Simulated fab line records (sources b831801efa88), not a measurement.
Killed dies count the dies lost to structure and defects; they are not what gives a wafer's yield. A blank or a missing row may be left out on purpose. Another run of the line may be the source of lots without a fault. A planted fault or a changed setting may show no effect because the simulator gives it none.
fab line records || flow sfq_line || part 2 of 2: steps 25 to 34 of 34
record {"lots": 5, "wafers": 15, "last_day": 85}
route steps=325 shown M1@62 I1@73 M2@88
lots that met no fault: from a run of the same line without faults
start_h: the number of hours between the record's first day and the start of the first shown wafer of the lot || wait_h: hours elapsed since this lot's preceding step || " unchanged from the row above || L1.1+2: a single row standing in for several wafers || - no value, or no start given || * or withheld: withheld || < > ~ a bound
route shown NAME@n: NAME is a module with steps in the file, n the number in the route of the first one || usual: average and standard deviation across the fault-free wafers || same: alike in all rows || chamber/n: place in a boat || sites: each site's reading || _std_site: the values' standard deviation || _edge_site: inner sites' mean taken away from outer sites' mean || radius_mm: how far each site lies from the wafer's centre || mask NAME#n: copy n || behind: the tool/chamber that last shaped the wafer || hold: why the lot went on hold/how many hours it stayed there/how the hold came to an end || device: transistor that didn't switch, given as n, p or np || end of line: tests of these same wafers at the route's end || step lacking rows: just its recipe || killed: not the wafer's yield, but the dies lost to structure and defects at the first sort || map: a wafer's dies, marking killed ones x, the rest . and places with no die _
set.NAME: setting as actually run; set.NAME@STEP: the setting as run at that earlier step || model.NAME: the simulator's own value behind a step, which no gauge read
lots at some steps of the route; a table a step, a row a wafer
services: the hour from which a tool's chamber was out of use, counted from the record's first day as start_h (under 0 if before that day), plus the number of hours and why
## steps
# step SFQ_TRILAYER_I1_VIA_STRIP_STRIP_053
# recipe {"gas": "O2", "power_w": 200, "platen_temp_c": 40, "overash_fraction": 0.65, "chemistry": "O2", "pressure_mtorr": 50}
# usual {"drypump_motor_current_A": "5.7/0.6", "oes_product_au": "0.999/0.0078"}
{"lot.wafer": "L078.1", "tool": "rie_metal-03", "chamber": 1, "start_h": 573.40, "wait_h": "-", "drypump_motor_current_A": 5.2, "oes_product_au": 0.999, "rf_hours_counter_h": 4}
{"lot.wafer": "L078.3", "tool": "rie_metal-03", "chamber": 0, "start_h": 573.40, "wait_h": "-", "drypump_motor_current_A": 5.1, "oes_product_au": 0.999, "rf_hours_counter_h": "-"}
{"lot.wafer": "L078.5", "tool": "rie_metal-03", "chamber": 0, "start_h": 573.40, "wait_h": "-", "drypump_motor_current_A": 5.1, "oes_product_au": 1.006, "rf_hours_counter_h": "-"}
{"lot.wafer": "L080.2", "tool": "rie_metal-01", "chamber": 0, "start_h": 595.00, "wait_h": "-", "drypump_motor_current_A": 5.1, "oes_product_au": 0.999, "rf_hours_counter_h": 24}
{"lot.wafer": "L080.3", "tool": "rie_metal-01", "chamber": 1, "start_h": 595.00, "wait_h": "-", "drypump_motor_current_A": 6.6, "oes_product_au": 0.989, "rf_hours_counter_h": "-"}
{"lot.wafer": "L080.4", "tool": "rie_metal-01", "chamber": 0, "start_h": 595.00, "wait_h": "-", "drypump_motor_current_A": 5.1, "oes_product_au": 0.991, "rf_hours_counter_h": "-"}
{"lot.wafer": "L083.1", "tool": "rie_metal-04", "chamber": 1, "start_h": 606.40, "wait_h": "-", "drypump_motor_current_A": 5.9, "oes_product_au": 0.998, "rf_hours_counter_h": 51}
{"lot.wafer": "L083.3", "tool": "rie_metal-04", "chamber": 0, "start_h": 606.40, "wait_h": "-", "drypump_motor_current_A": 5.7, "oes_product_au": 1.015, "rf_hours_counter_h": "-"}
{"lot.wafer": "L083.5", "tool": "rie_metal-04", "chamber": 1, "start_h": 606.40, "wait_h": "-", "drypump_motor_current_A": 5.9, "oes_product_au": 0.995, "rf_hours_counter_h": "-"}
{"lot.wafer": "L084.2", "tool": "rie_metal-01", "chamber": 0, "start_h": 607.60, "wait_h": "-", "drypump_motor_current_A": 5.1, "oes_product_au": 1.001, "rf_hours_counter_h": 26}
{"lot.wafer": "L084.3", "tool": "rie_metal-01", "chamber": 0, "start_h": 607.60, "wait_h": "-", "drypump_motor_current_A": 5.1, "oes_product_au": 0.995, "rf_hours_counter_h": "-"}
{"lot.wafer": "L084.6", "tool": "rie_metal-01", "chamber": 0, "start_h": 607.60, "wait_h": "-", "drypump_motor_current_A": 5.1, "oes_product_au": 1.002, "rf_hours_counter_h": "-"}
{"lot.wafer": "L088.1", "tool": "rie_metal-01", "chamber": 1, "start_h": 651.45, "wait_h": "-", "drypump_motor_current_A": 6.6, "oes_product_au": 0.999, "rf_hours_counter_h": 13}
{"lot.wafer": "L088.3", "tool": "rie_metal-01", "chamber": 0, "start_h": 651.45, "wait_h": "-", "drypump_motor_current_A": 5.1, "oes_product_au": 0.988, "rf_hours_counter_h": "-"}
{"lot.wafer": "L088.4", "tool": "rie_metal-01", "chamber": 1, "start_h": 651.45, "wait_h": "-", "drypump_motor_current_A": 6.6, "oes_product_au": 1.008, "rf_hours_counter_h": "-"}
# step SFQ_TRILAYER_I1_VIA_STRIP_SOLV_CLEAN_054
# recipe {"chemistry": "NMP", "temp_c": 70, "time_s": 600}
{"lot.wafer": "L078.1+3+5", "tool": "wet_bench-03", "chamber": "5,2,6", "start_h": 574.00, "wait_h": 0.4}
{"lot.wafer": "L080.2+3+4", "tool": "wet_bench-04", "chamber": "0,1,6", "start_h": 595.60, "wait_h": 0.4}
{"lot.wafer": "L083.1+3+5", "tool": "wet_bench-03", "chamber": "5,2,3", "start_h": 607.00, "wait_h": 0.4}
{"lot.wafer": "L084.2+3+6", "tool": "wet_bench-03", "chamber": "7,3,5", "start_h": 608.60, "wait_h": 0.8}
{"lot.wafer": "L088.1+3+4", "tool": "wet_bench-04", "chamber": "2,6,0", "start_h": 652.05, "wait_h": 0.4}
# step SFQ_TRILAYER_M2_DEP_PRE_CLEAN_056
# recipe {"gas": "Ar", "time_s": 22.5, "bias_v": 250}
{"lot.wafer": "L078.1+3+5", "tool": "pvd_sputter-04", "chamber": "-", "start_h": 574.18, "wait_h": 0.0}
{"lot.wafer": "L080.2+3+4", "tool": "pvd_sputter-04", "chamber": "-", "start_h": 595.78, "wait_h": 0.0}
{"lot.wafer": "L083.1+3+5", "tool": "pvd_sputter-05", "chamber": "-", "start_h": 607.18, "wait_h": 0.0}
{"lot.wafer": "L084.2+3+6", "tool": "pvd_sputter-03", "chamber": "-", "start_h": 608.78, "wait_h": 0.0}
{"lot.wafer": "L088.1+3+4", "tool": "pvd_sputter-03", "chamber": "-", "start_h": 652.23, "wait_h": 0.0}
# step SFQ_TRILAYER_M2_DEP_SPUTTER_055
# recipe {"material": "Nb", "base_pressure_pa": 1.33e-06, "chamber_pressure_pa": 0.1333, "substrate_temp_c": 20, "resputter_cathode_voltage_v": 400, "target_thk_nm": 200, "power_w": 2000, "time_s": 133.3}
# usual {"throttle_valve_pct": "30.2/1.1"}
{"lot.wafer": "L078.1", "tool": "pvd_sputter-04", "chamber": "-", "start_h": 574.21, "wait_h": 0.0, "throttle_valve_pct": 31.6}
{"lot.wafer": "L078.3", "tool": "pvd_sputter-04", "chamber": "-", "start_h": 574.21, "wait_h": 0.0, "throttle_valve_pct": 30.7}
{"lot.wafer": "L078.5", "tool": "pvd_sputter-04", "chamber": "-", "start_h": 574.21, "wait_h": 0.0, "throttle_valve_pct": 31.2}
{"lot.wafer": "L080.2", "tool": "pvd_sputter-04", "chamber": "-", "start_h": 595.81, "wait_h": 0.0, "throttle_valve_pct": 31.4}
{"lot.wafer": "L080.3", "tool": "pvd_sputter-04", "chamber": "-", "start_h": 595.81, "wait_h": 0.0, "throttle_valve_pct": 31.2}
{"lot.wafer": "L080.4", "tool": "pvd_sputter-04", "chamber": "-", "start_h": 595.81, "wait_h": 0.0, "throttle_valve_pct": 31.3}
{"lot.wafer": "L083.1", "tool": "pvd_sputter-05", "chamber": "-", "start_h": 607.21, "wait_h": 0.0, "throttle_valve_pct": 30.3}
{"lot.wafer": "L083.3", "tool": "pvd_sputter-05", "chamber": "-", "start_h": 607.21, "wait_h": 0.0, "throttle_valve_pct": 30.0}
{"lot.wafer": "L083.5", "tool": "pvd_sputter-05", "chamber": "-", "start_h": 607.21, "wait_h": 0.0, "throttle_valve_pct": 30.3}
{"lot.wafer": "L084.2", "tool": "pvd_sputter-03", "chamber": "-", "start_h": 608.81, "wait_h": 0.0, "throttle_valve_pct": 30.6}
{"lot.wafer": "L084.3", "tool": "pvd_sputter-03", "chamber": "-", "start_h": 608.81, "wait_h": 0.0, "throttle_valve_pct": 29.4}
{"lot.wafer": "L084.6", "tool": "pvd_sputter-03", "chamber": "-", "start_h": 608.81, "wait_h": 0.0, "throttle_valve_pct": 28.7}
{"lot.wafer": "L088.1", "tool": "pvd_sputter-03", "chamber": "-", "start_h": 652.26, "wait_h": 0.0, "throttle_valve_pct": 29.7}
{"lot.wafer": "L088.3", "tool": "pvd_sputter-03", "chamber": "-", "start_h": 652.26, "wait_h": 0.0, "throttle_valve_pct": 29.1}
{"lot.wafer": "L088.4", "tool": "pvd_sputter-03", "chamber": "-", "start_h": 652.26, "wait_h": 0.0, "throttle_valve_pct": 29.0}
# step SFQ_M2_RS_MEAS_914
# recipe {"thk_meas_gauge": "four-point-probe", "reads": "Nb_of_TRILAYER_M2_DEP_SPUTTER_055"}
# usual {"M2_NB_RS": "0.894/0.012"}
{"lot.wafer": "L078.1", "tool": "film_metro-04", "chamber": "-", "start_h": 574.30, "wait_h": 0.0, "M2_NB_RS[ohm/sq]": 0.911}
{"lot.wafer": "L078.3", "tool": "film_metro-04", "chamber": "-", "start_h": 574.30, "wait_h": 0.0, "M2_NB_RS[ohm/sq]": 0.905}
{"lot.wafer": "L078.5", "tool": "film_metro-04", "chamber": "-", "start_h": 574.30, "wait_h": 0.0, "M2_NB_RS[ohm/sq]": 0.912}
{"lot.wafer": "L080.2", "tool": "film_metro-04", "chamber": "-", "start_h": 595.92, "wait_h": 0.1, "M2_NB_RS[ohm/sq]": 0.900}
{"lot.wafer": "L080.3", "tool": "film_metro-04", "chamber": "-", "start_h": 595.92, "wait_h": 0.1, "M2_NB_RS[ohm/sq]": 0.896}
{"lot.wafer": "L080.4", "tool": "film_metro-04", "chamber": "-", "start_h": 595.92, "wait_h": 0.1, "M2_NB_RS[ohm/sq]": 0.906}
{"lot.wafer": "L083.1", "tool": "film_metro-04", "chamber": "-", "start_h": 607.30, "wait_h": 0.0, "M2_NB_RS[ohm/sq]": 0.902}
{"lot.wafer": "L083.3", "tool": "film_metro-04", "chamber": "-", "start_h": 607.30, "wait_h": 0.0, "M2_NB_RS[ohm/sq]": 0.896}
{"lot.wafer": "L083.5", "tool": "film_metro-04", "chamber": "-", "start_h": 607.30, "wait_h": 0.0, "M2_NB_RS[ohm/sq]": 0.904}
{"lot.wafer": "L084.2", "tool": "film_metro-04", "chamber": "-", "start_h": 608.92, "wait_h": 0.1, "M2_NB_RS[ohm/sq]": 0.862}
{"lot.wafer": "L084.3", "tool": "film_metro-04", "chamber": "-", "start_h": 608.92, "wait_h": 0.1, "M2_NB_RS[ohm/sq]": 0.877}
{"lot.wafer": "L084.6", "tool": "film_metro-04", "chamber": "-", "start_h": 608.92, "wait_h": 0.1, "M2_NB_RS[ohm/sq]": 0.878}
{"lot.wafer": "L088.1", "tool": "film_metro-04", "chamber": "-", "start_h": 652.35, "wait_h": 0.0, "M2_NB_RS[ohm/sq]": 0.883}
{"lot.wafer": "L088.3", "tool": "film_metro-04", "chamber": "-", "start_h": 652.35, "wait_h": 0.0, "M2_NB_RS[ohm/sq]": 0.884}
{"lot.wafer": "L088.4", "tool": "film_metro-04", "chamber": "-", "start_h": 652.35, "wait_h": 0.0, "M2_NB_RS[ohm/sq]": 0.889}
# step SFQ_TRILAYER_M2_LITHO_COAT_062
# recipe {"resist": "BARC", "spin_rpm": 3000, "resist_thk_nm": 62}
# usual {"chill_plate_temp_C": "22.99/0.1", "dispense_pressure_kPa": "51/4.2"}
{"lot.wafer": "L078.1", "tool": "litho_track-03", "chamber": 0, "start_h": 574.48, "wait_h": 0.1, "chill_plate_temp_C": 22.90, "dispense_pressure_kPa": 46}
{"lot.wafer": "L078.3", "tool": "litho_track-03", "chamber": 0, "start_h": 574.48, "wait_h": 0.1, "chill_plate_temp_C": 22.99, "dispense_pressure_kPa": 46}
{"lot.wafer": "L078.5", "tool": "litho_track-03", "chamber": 0, "start_h": 574.48, "wait_h": 0.1, "chill_plate_temp_C": 23.00, "dispense_pressure_kPa": 46}
{"lot.wafer": "L080.2", "tool": "litho_track-02", "chamber": 0, "start_h": 596.52, "wait_h": 0.5, "chill_plate_temp_C": 22.92, "dispense_pressure_kPa": 47}
{"lot.wafer": "L080.3", "tool": "litho_track-02", "chamber": 0, "start_h": 596.52, "wait_h": 0.5, "chill_plate_temp_C": 22.93, "dispense_pressure_kPa": 47}
{"lot.wafer": "L080.4", "tool": "litho_track-02", "chamber": 0, "start_h": 596.52, "wait_h": 0.5, "chill_plate_temp_C": 23.03, "dispense_pressure_kPa": 47}
{"lot.wafer": "L083.1", "tool": "litho_track-02", "chamber": 0, "start_h": 607.48, "wait_h": 0.1, "chill_plate_temp_C": 22.85, "dispense_pressure_kPa": 47}
{"lot.wafer": "L083.3", "tool": "litho_track-02", "chamber": 0, "start_h": 607.48, "wait_h": 0.1, "chill_plate_temp_C": 23.05, "dispense_pressure_kPa": 47}
{"lot.wafer": "L083.5", "tool": "litho_track-02", "chamber": 0, "start_h": 607.48, "wait_h": 0.1, "chill_plate_temp_C": 23.20, "dispense_pressure_kPa": 47}
{"lot.wafer": "L084.2", "tool": "litho_track-04", "chamber": 0, "start_h": 609.13, "wait_h": 0.1, "chill_plate_temp_C": 22.91, "dispense_pressure_kPa": 55}
{"lot.wafer": "L084.3", "tool": "litho_track-04", "chamber": 0, "start_h": 609.13, "wait_h": 0.1, "chill_plate_temp_C": 23.05, "dispense_pressure_kPa": 55}
{"lot.wafer": "L084.6", "tool": "litho_track-04", "chamber": 0, "start_h": 609.13, "wait_h": 0.1, "chill_plate_temp_C": 22.97, "dispense_pressure_kPa": 55}
{"lot.wafer": "L088.1", "tool": "litho_track-02", "chamber": 0, "start_h": 652.53, "wait_h": 0.1, "chill_plate_temp_C": 22.96, "dispense_pressure_kPa": 47}
{"lot.wafer": "L088.3", "tool": "litho_track-02", "chamber": 0, "start_h": 652.53, "wait_h": 0.1, "chill_plate_temp_C": 22.93, "dispense_pressure_kPa": 47}
{"lot.wafer": "L088.4", "tool": "litho_track-02", "chamber": 0, "start_h": 652.53, "wait_h": 0.1, "chill_plate_temp_C": 23.00, "dispense_pressure_kPa": 47}
# step SFQ_TRILAYER_M2_LITHO_COAT_057
# recipe {"resist": "KrF", "spin_rpm": 3000, "resist_thk_nm": 600}
# usual {"chill_plate_temp_C": "23.01/0.11", "dispense_pressure_kPa": "51/4.2"}
{"lot.wafer": "L078.1", "tool": "litho_track-03", "chamber": 0, "start_h": 574.78, "wait_h": 0.2, "chill_plate_temp_C": 23.11, "dispense_pressure_kPa": 46}
{"lot.wafer": "L078.3", "tool": "litho_track-03", "chamber": 0, "start_h": 574.78, "wait_h": 0.2, "chill_plate_temp_C": 23.08, "dispense_pressure_kPa": 46}
{"lot.wafer": "L078.5", "tool": "litho_track-03", "chamber": 0, "start_h": 574.78, "wait_h": 0.2, "chill_plate_temp_C": 23.12, "dispense_pressure_kPa": 46}
{"lot.wafer": "L080.2", "tool": "litho_track-02", "chamber": 0, "start_h": 596.82, "wait_h": 0.2, "chill_plate_temp_C": 23.01, "dispense_pressure_kPa": 47}
{"lot.wafer": "L080.3", "tool": "litho_track-02", "chamber": 0, "start_h": 596.82, "wait_h": 0.2, "chill_plate_temp_C": 23.11, "dispense_pressure_kPa": 47}
{"lot.wafer": "L080.4", "tool": "litho_track-02", "chamber": 0, "start_h": 596.82, "wait_h": 0.2, "chill_plate_temp_C": 23.11, "dispense_pressure_kPa": 47}
{"lot.wafer": "L083.1", "tool": "litho_track-02", "chamber": 0, "start_h": 607.78, "wait_h": 0.2, "chill_plate_temp_C": 22.93, "dispense_pressure_kPa": 47}
{"lot.wafer": "L083.3", "tool": "litho_track-02", "chamber": 0, "start_h": 607.78, "wait_h": 0.2, "chill_plate_temp_C": 23.02, "dispense_pressure_kPa": 47}
{"lot.wafer": "L083.5", "tool": "litho_track-02", "chamber": 0, "start_h": 607.78, "wait_h": 0.2, "chill_plate_temp_C": 22.96, "dispense_pressure_kPa": 47}
{"lot.wafer": "L084.2", "tool": "litho_track-04", "chamber": 0, "start_h": 609.43, "wait_h": 0.2, "chill_plate_temp_C": 23.14, "dispense_pressure_kPa": 55}
{"lot.wafer": "L084.3", "tool": "litho_track-04", "chamber": 0, "start_h": 609.43, "wait_h": 0.2, "chill_plate_temp_C": 22.94, "dispense_pressure_kPa": 55}
{"lot.wafer": "L084.6", "tool": "litho_track-04", "chamber": 0, "start_h": 609.43, "wait_h": 0.2, "chill_plate_temp_C": 23.15, "dispense_pressure_kPa": 55}
{"lot.wafer": "L088.1", "tool": "litho_track-02", "chamber": 0, "start_h": 652.83, "wait_h": 0.2, "chill_plate_temp_C": 22.90, "dispense_pressure_kPa": 47}
{"lot.wafer": "L088.3", "tool": "litho_track-02", "chamber": 0, "start_h": 652.83, "wait_h": 0.2, "chill_plate_temp_C": 23.10, "dispense_pressure_kPa": 47}
{"lot.wafer": "L088.4", "tool": "litho_track-02", "chamber": 0, "start_h": 652.83, "wait_h": 0.2, "chill_plate_temp_C": 22.91, "dispense_pressure_kPa": 47}
# step SFQ_TRILAYER_M2_LITHO_SOFTBAKE_061
# recipe {"temp_c": "withheld", "time_s": "withheld", "resist": "KrF"}
# usual {"chill_plate_temp_C": "*"}
{"lot.wafer": "L078.1", "tool": "litho_track-03", "chamber": 0, "start_h": 575.08, "wait_h": 0.2, "chill_plate_temp_C": "*"}
{"lot.wafer": "L078.3", "tool": "litho_track-03", "chamber": 0, "start_h": 575.08, "wait_h": 0.2, "chill_plate_temp_C": "*"}
{"lot.wafer": "L078.5", "tool": "litho_track-03", "chamber": 0, "start_h": 575.08, "wait_h": 0.2, "chill_plate_temp_C": "*"}
{"lot.wafer": "L080.2", "tool": "litho_track-02", "chamber": 0, "start_h": 597.10, "wait_h": 0.2, "chill_plate_temp_C": "*"}
{"lot.wafer": "L080.3", "tool": "litho_track-02", "chamber": 0, "start_h": 597.10, "wait_h": 0.2, "chill_plate_temp_C": "*"}
{"lot.wafer": "L080.4", "tool": "litho_track-02", "chamber": 0, "start_h": 597.10, "wait_h": 0.2, "chill_plate_temp_C": "*"}
{"lot.wafer": "L083.1", "tool": "litho_track-02", "chamber": 0, "start_h": 608.08, "wait_h": 0.2, "chill_plate_temp_C": "*"}
{"lot.wafer": "L083.3", "tool": "litho_track-02", "chamber": 0, "start_h": 608.08, "wait_h": 0.2, "chill_plate_temp_C": "*"}
{"lot.wafer": "L083.5", "tool": "litho_track-02", "chamber": 0, "start_h": 608.08, "wait_h": 0.2, "chill_plate_temp_C": "*"}
{"lot.wafer": "L084.2", "tool": "litho_track-04", "chamber": 0, "start_h": 609.70, "wait_h": 0.2, "chill_plate_temp_C": "*"}
{"lot.wafer": "L084.3", "tool": "litho_track-04", "chamber": 0, "start_h": 609.70, "wait_h": 0.2, "chill_plate_temp_C": "*"}
{"lot.wafer": "L084.6", "tool": "litho_track-04", "chamber": 0, "start_h": 609.70, "wait_h": 0.2, "chill_plate_temp_C": "*"}
{"lot.wafer": "L088.1", "tool": "litho_track-02", "chamber": 0, "start_h": 653.13, "wait_h": 0.2, "chill_plate_temp_C": "*"}
{"lot.wafer": "L088.3", "tool": "litho_track-02", "chamber": 0, "start_h": 653.13, "wait_h": 0.2, "chill_plate_temp_C": "*"}
{"lot.wafer": "L088.4", "tool": "litho_track-02", "chamber": 0, "start_h": 653.13, "wait_h": 0.2, "chill_plate_temp_C": "*"}
# step SFQ_TRILAYER_M2_LITHO_EXPOSE_058
# recipe {"mask_id": "M2", "na": 0.6, "source_shape": "conventional", "sigma_outer": 0.65, "target_cd_nm": 500, "dose_mj": 14.4}
{"lot.wafer": "L078.1+3+5", "tool": "krf_scanner-01", "chamber": 0, "start_h": 712.16, "wait_h": "-", "mask": "M2#0"}
{"lot.wafer": "L080.2+3+4", "tool": "krf_scanner-02", "chamber": 0, "start_h": 722.10, "wait_h": "-", "mask": "M2#0"}
{"lot.wafer": "L083.1+3+5", "tool": "krf_scanner-02", "chamber": 0, "start_h": 729.10, "wait_h": "-", "mask": "M2#0"}
{"lot.wafer": "L084.2+3+6", "tool": "krf_scanner-02", "chamber": 0, "start_h": 732.90, "wait_h": "-", "mask": "M2#0"}
{"lot.wafer": "L088.1+3+4", "tool": "krf_scanner-01", "chamber": 0, "start_h": 764.02, "wait_h": "-", "mask": "M2#0"}
# step SFQ_TRILAYER_M2_LITHO_PEB_060
# recipe {"peb_temp_c": 115, "peb_time_s": 60, "resist": "KrF"}
# usual {"chill_plate_temp_C": "22.99/0.089"}
{"lot.wafer": "L078.1", "tool": "litho_track-04", "chamber": 0, "start_h": 713.36, "wait_h": 1.0, "chill_plate_temp_C": 22.92}
{"lot.wafer": "L078.3", "tool": "litho_track-04", "chamber": 0, "start_h": 713.36, "wait_h": 1.0, "chill_plate_temp_C": 22.93}
{"lot.wafer": "L078.5", "tool": "litho_track-04", "chamber": 0, "start_h": 713.36, "wait_h": 1.0, "chill_plate_temp_C": 23.04}
{"lot.wafer": "L080.2", "tool": "litho_track-02", "chamber": 0, "start_h": 723.12, "wait_h": 0.8, "chill_plate_temp_C": 22.98}
{"lot.wafer": "L080.3", "tool": "litho_track-02", "chamber": 0, "start_h": 723.12, "wait_h": 0.8, "chill_plate_temp_C": 22.97}
{"lot.wafer": "L080.4", "tool": "litho_track-02", "chamber": 0, "start_h": 723.12, "wait_h": 0.8, "chill_plate_temp_C": 23.21}
{"lot.wafer": "L083.1", "tool": "litho_track-02", "chamber": 0, "start_h": 730.30, "wait_h": 1.0, "chill_plate_temp_C": 23.01}
{"lot.wafer": "L083.3", "tool": "litho_track-02", "chamber": 0, "start_h": 730.30, "wait_h": 1.0, "chill_plate_temp_C": 23.13}
{"lot.wafer": "L083.5", "tool": "litho_track-02", "chamber": 0, "start_h": 730.30, "wait_h": 1.0, "chill_plate_temp_C": 22.98}
{"lot.wafer": "L084.2", "tool": "litho_track-02", "chamber": 0, "start_h": 733.92, "wait_h": 0.8, "chill_plate_temp_C": 22.94}
{"lot.wafer": "L084.3", "tool": "litho_track-02", "chamber": 0, "start_h": 733.92, "wait_h": 0.8, "chill_plate_temp_C": 22.99}
{"lot.wafer": "L084.6", "tool": "litho_track-02", "chamber": 0, "start_h": 733.92, "wait_h": 0.8, "chill_plate_temp_C": 22.82}
{"lot.wafer": "L088.1", "tool": "litho_track-04", "chamber": 0, "start_h": 765.22, "wait_h": 1.0, "chill_plate_temp_C": 22.91}
{"lot.wafer": "L088.3", "tool": "litho_track-04", "chamber": 0, "start_h": 765.22, "wait_h": 1.0, "chill_plate_temp_C": 22.94}
{"lot.wafer": "L088.4", "tool": "litho_track-04", "chamber": 0, "start_h": 765.22, "wait_h": 1.0, "chill_plate_temp_C": 22.97}
## services
{"tool": "krf_scanner-02", "chamber": "-", "start_h": 312.67, "hours": 0.4, "kind": "repair"}
{"tool": "krf_scanner-02", "chamber": "-", "start_h": 348.73, "hours": 0.2, "kind": "repair"}
{"tool": "krf_scanner-02", "chamber": "-", "start_h": 363.47, "hours": 0.8, "kind": "repair"}
{"tool": "krf_scanner-02", "chamber": "-", "start_h": 364.45, "hours": 1.0, "kind": "pm"}
{"tool": "krf_scanner-01", "chamber": "-", "start_h": 374.99, "hours": 0.2, "kind": "repair"}
{"tool": "krf_scanner-02", "chamber": "-", "start_h": 447.04, "hours": 0.4, "kind": "repair"}
{"tool": "krf_scanner-01", "chamber": "-", "start_h": 451.35, "hours": 1.0, "kind": "pm"}
{"tool": "krf_scanner-01", "chamber": "-", "start_h": 466.92, "hours": 1.3, "kind": "pm"}
{"tool": "krf_scanner-01", "chamber": "-", "start_h": 468.22, "hours": 0.8, "kind": "pm"}
{"tool": "krf_scanner-01", "chamber": "-", "start_h": 468.95, "hours": 9.6, "kind": "repair"}
{"tool": "krf_scanner-02", "chamber": "-", "start_h": 482.71, "hours": 1.3, "kind": "pm"}
{"tool": "krf_scanner-02", "chamber": "-", "start_h": 492.96, "hours": 2.6, "kind": "repair"}
{"tool": "rie_metal-01", "chamber": 0, "start_h": 495.49, "hours": 4.0, "kind": "repair"}
{"tool": "krf_scanner-02", "chamber": "-", "start_h": 533.84, "hours": 1.0, "kind": "pm"}
{"tool": "krf_scanner-02", "chamber": "-", "start_h": 566.79, "hours": 3.6, "kind": "pm"}
{"tool": "rie_metal-01", "chamber": 0, "start_h": 581.34, "hours": 4.3, "kind": "repair"}
{"tool": "krf_scanner-02", "chamber": "-", "start_h": 593.88, "hours": 1.3, "kind": "repair"}
{"tool": "rie_metal-01", "chamber": 0, "start_h": 624.52, "hours": 4.5, "kind": "repair"}
{"tool": "krf_scanner-02", "chamber": "-", "start_h": 649.18, "hours": 1.3, "kind": "pm"}
{"tool": "rie_metal-01", "chamber": "-", "start_h": 694.05, "hours": 2.8, "kind": "pm"}
{"tool": "krf_scanner-02", "chamber": "-", "start_h": 702.65, "hours": 1.0, "kind": "pm"}
{"tool": "krf_scanner-02", "chamber": "-", "start_h": 703.62, "hours": 3.6, "kind": "repair"}
{"tool": "krf_scanner-02", "chamber": "-", "start_h": 711.97, "hours": 4.4, "kind": "pm"}
{"tool": "krf_scanner-02", "chamber": "-", "start_h": 753.10, "hours": 4.0, "kind": "pm"}
